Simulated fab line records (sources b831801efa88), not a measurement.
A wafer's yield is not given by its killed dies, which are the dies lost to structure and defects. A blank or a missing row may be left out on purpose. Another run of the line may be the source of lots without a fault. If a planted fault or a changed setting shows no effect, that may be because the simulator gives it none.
Check for tools in common || flow gf180mcu || Lots sampled 11, wafers sampled 33

== WHY THIS WAS OPENED ==
At GF_PSD_TW_MEAS_11 the reading PSD_TW is flagged on 3 of 11 lots. No-fault wafers: 3191, standard deviation 23.
Rule: a lot is flagged when every wafer of it that has a number lies more than 4 standard deviations from that mean, or none has a number. The rest of the lots are taken to be sound.

{"lot": "L550", "measured": "day 13 16:45", "on": "film_metro-01", "PSD_TW, wafer by wafer": "3206 3213 3190", "flag": ""}
{"lot": "L553", "measured": "day 14 21:05", "on": "film_metro-02", "PSD_TW, wafer by wafer": "3175 3183 3204", "flag": ""}
{"lot": "L552", "measured": "day 14 21:23", "on": "film_metro-01", "PSD_TW, wafer by wafer": "3217 3217 3184", "flag": ""}
{"lot": "L554", "measured": "day 15 09:31", "on": "film_metro-01", "PSD_TW, wafer by wafer": "3615 3582 3596", "flag": "FLAGGED"}
{"lot": "L556", "measured": "day 15 20:31", "on": "film_metro-01", "PSD_TW, wafer by wafer": "3215 3206 3213", "flag": ""}
{"lot": "L558", "measured": "day 16 18:30", "on": "film_metro-02", "PSD_TW, wafer by wafer": "3203 3196 3180", "flag": ""}
{"lot": "L559", "measured": "day 16 19:27", "on": "film_metro-02", "PSD_TW, wafer by wafer": "3176 3191 3193", "flag": ""}
{"lot": "L560", "measured": "day 17 01:25", "on": "film_metro-02", "PSD_TW, wafer by wafer": "3572 3587 3584", "flag": "FLAGGED"}
{"lot": "L564", "measured": "day 18 16:13", "on": "film_metro-03", "PSD_TW, wafer by wafer": "3528 3513 3542", "flag": "FLAGGED"}
{"lot": "L570", "measured": "day 21 00:10", "on": "film_metro-01", "PSD_TW, wafer by wafer": "3206 3196 3194", "flag": ""}
{"lot": "L572", "measured": "day 21 06:46", "on": "film_metro-01", "PSD_TW, wafer by wafer": "3187 3207 3203", "flag": ""}
On average the flagged lots' numbers are 3569, which is +378 against the usual, or +16 standard deviations.

== LOT BY LOT: THE TOOL USED ==
Before the reading, the record contains 3 process steps out of a 602-step route. In each cell: the tool, then ch and the chambers that the sampled wafers went through, then the start.
{"lot": "L550", "flag": "", "GF_VT_IMPLANT_STRIP_31": "plasma_asher-03 ch 0,1, day 6 23:26", "GF_PSD_IMPLANT_09": "implanter-02 ch 0, day 13 16:30", "GF_PSD_STRIP_10": "plasma_asher-02 ch 0,1, day 13 16:39"}
{"lot": "L553", "flag": "", "GF_VT_IMPLANT_STRIP_31": "plasma_asher-03 ch 1, day 7 18:42", "GF_PSD_IMPLANT_09": "implanter-01 ch 0, day 14 20:51", "GF_PSD_STRIP_10": "plasma_asher-02 ch 1, day 14 20:59"}
{"lot": "L552", "flag": "", "GF_VT_IMPLANT_STRIP_31": "plasma_asher-02 ch 0,1, day 7 18:17", "GF_PSD_IMPLANT_09": "implanter-01 ch 0, day 14 21:09", "GF_PSD_STRIP_10": "plasma_asher-03 ch 0,1, day 14 21:17"}
{"lot": "L554", "flag": "FLAGGED", "GF_VT_IMPLANT_STRIP_31": "plasma_asher-03 ch 1, day 8 09:39", "GF_PSD_IMPLANT_09": "implanter-01 ch 0, day 15 08:57", "GF_PSD_STRIP_10": "plasma_asher-01 ch 1, day 15 09:24"}
{"lot": "L556", "flag": "", "GF_VT_IMPLANT_STRIP_31": "plasma_asher-03 ch 0,1, day 8 15:56", "GF_PSD_IMPLANT_09": "implanter-02 ch 0, day 15 20:16", "GF_PSD_STRIP_10": "plasma_asher-02 ch 0,1, day 15 20:24"}
{"lot": "L558", "flag": "", "GF_VT_IMPLANT_STRIP_31": "plasma_asher-04 ch 0,1, day 9 06:41", "GF_PSD_IMPLANT_09": "implanter-03 ch 0, day 16 18:15", "GF_PSD_STRIP_10": "plasma_asher-01 ch 0,1, day 16 18:24"}
{"lot": "L559", "flag": "", "GF_VT_IMPLANT_STRIP_31": "plasma_asher-04 ch 0,1, day 9 11:08", "GF_PSD_IMPLANT_09": "implanter-03 ch 0, day 16 19:12", "GF_PSD_STRIP_10": "plasma_asher-02 ch 0,1, day 16 19:21"}
{"lot": "L560", "flag": "FLAGGED", "GF_VT_IMPLANT_STRIP_31": "plasma_asher-04 ch 0,1, day 9 16:47", "GF_PSD_IMPLANT_09": "implanter-02 ch 0, day 17 00:52", "GF_PSD_STRIP_10": "plasma_asher-01 ch 0,1, day 17 01:19"}
{"lot": "L564", "flag": "FLAGGED", "GF_VT_IMPLANT_STRIP_31": "plasma_asher-02 ch 0,1, day 10 18:17", "GF_PSD_IMPLANT_09": "implanter-02 ch 0, day 18 15:40", "GF_PSD_STRIP_10": "plasma_asher-03 ch 0, day 18 16:07"}
{"lot": "L570", "flag": "", "GF_VT_IMPLANT_STRIP_31": "plasma_asher-02 ch 0,1, day 12 09:53", "GF_PSD_IMPLANT_09": "implanter-01 ch 0, day 20 23:55", "GF_PSD_STRIP_10": "plasma_asher-01 ch 0,1, day 21 00:04"}
{"lot": "L572", "flag": "", "GF_VT_IMPLANT_STRIP_31": "plasma_asher-02 ch 0,1, day 12 21:14", "GF_PSD_IMPLANT_09": "implanter-03 ch 0, day 21 06:31", "GF_PSD_STRIP_10": "plasma_asher-02 ch 0,1, day 21 06:40"}
What these steps do:
- GF_VT_IMPLANT_STRIP_31: strips in O2/N2.
- GF_PSD_IMPLANT_09
- GF_PSD_STRIP_10: strips in O2/N2.
- GF_PSD_TW_MEAS_11

== FLAGGED OVER TOTAL, TOOL BY TOOL (the gauges that took the reading come last) ==
{"step": "GF_VT_IMPLANT_STRIP_31", "tool": "plasma_asher-02", "lots run": 4, "flagged": 1, "share of the flagged lots": "some", "sound lots run after its first flagged lot": "2 (L570,L572)"}
{"step": "GF_VT_IMPLANT_STRIP_31", "tool": "plasma_asher-03", "lots run": 4, "flagged": 1, "share of the flagged lots": "some", "sound lots run after its first flagged lot": "1 (L556)"}
{"step": "GF_VT_IMPLANT_STRIP_31", "tool": "plasma_asher-04", "lots run": 3, "flagged": 1, "share of the flagged lots": "some", "sound lots run after its first flagged lot": 0}
{"step": "GF_PSD_IMPLANT_09", "tool": "implanter-01", "lots run": 4, "flagged": 1, "share of the flagged lots": "some", "sound lots run after its first flagged lot": "1 (L570)"}
{"step": "GF_PSD_IMPLANT_09", "tool": "implanter-02", "lots run": 4, "flagged": 2, "share of the flagged lots": "some", "sound lots run after its first flagged lot": 0}
{"step": "GF_PSD_IMPLANT_09", "tool": "implanter-03", "lots run": 3, "flagged": 0, "share of the flagged lots": "none", "sound lots run after its first flagged lot": "-"}
{"step": "GF_PSD_STRIP_10", "tool": "plasma_asher-01", "lots run": 4, "flagged": 2, "share of the flagged lots": "some", "sound lots run after its first flagged lot": "2 (L558,L570)"}
{"step": "GF_PSD_STRIP_10", "tool": "plasma_asher-02", "lots run": 5, "flagged": 0, "share of the flagged lots": "none", "sound lots run after its first flagged lot": "-"}
{"step": "GF_PSD_STRIP_10", "tool": "plasma_asher-03", "lots run": 2, "flagged": 1, "share of the flagged lots": "some", "sound lots run after its first flagged lot": 0}
{"step": "GF_PSD_TW_MEAS_11", "tool": "film_metro-01", "lots run": 6, "flagged": 1, "share of the flagged lots": "some", "sound lots run after its first flagged lot": "3 (L556,L570,L572)"}
{"step": "GF_PSD_TW_MEAS_11", "tool": "film_metro-02", "lots run": 4, "flagged": 1, "share of the flagged lots": "some", "sound lots run after its first flagged lot": 0}
{"step": "GF_PSD_TW_MEAS_11", "tool": "film_metro-03", "lots run": 1, "flagged": 1, "share of the flagged lots": "some", "sound lots run after its first flagged lot": 0}

== WHAT THE TABLE PERMITS ==
No row of the table ran every flagged lot.

== WHAT WAS PUT IN BY THE SIMULATOR ==
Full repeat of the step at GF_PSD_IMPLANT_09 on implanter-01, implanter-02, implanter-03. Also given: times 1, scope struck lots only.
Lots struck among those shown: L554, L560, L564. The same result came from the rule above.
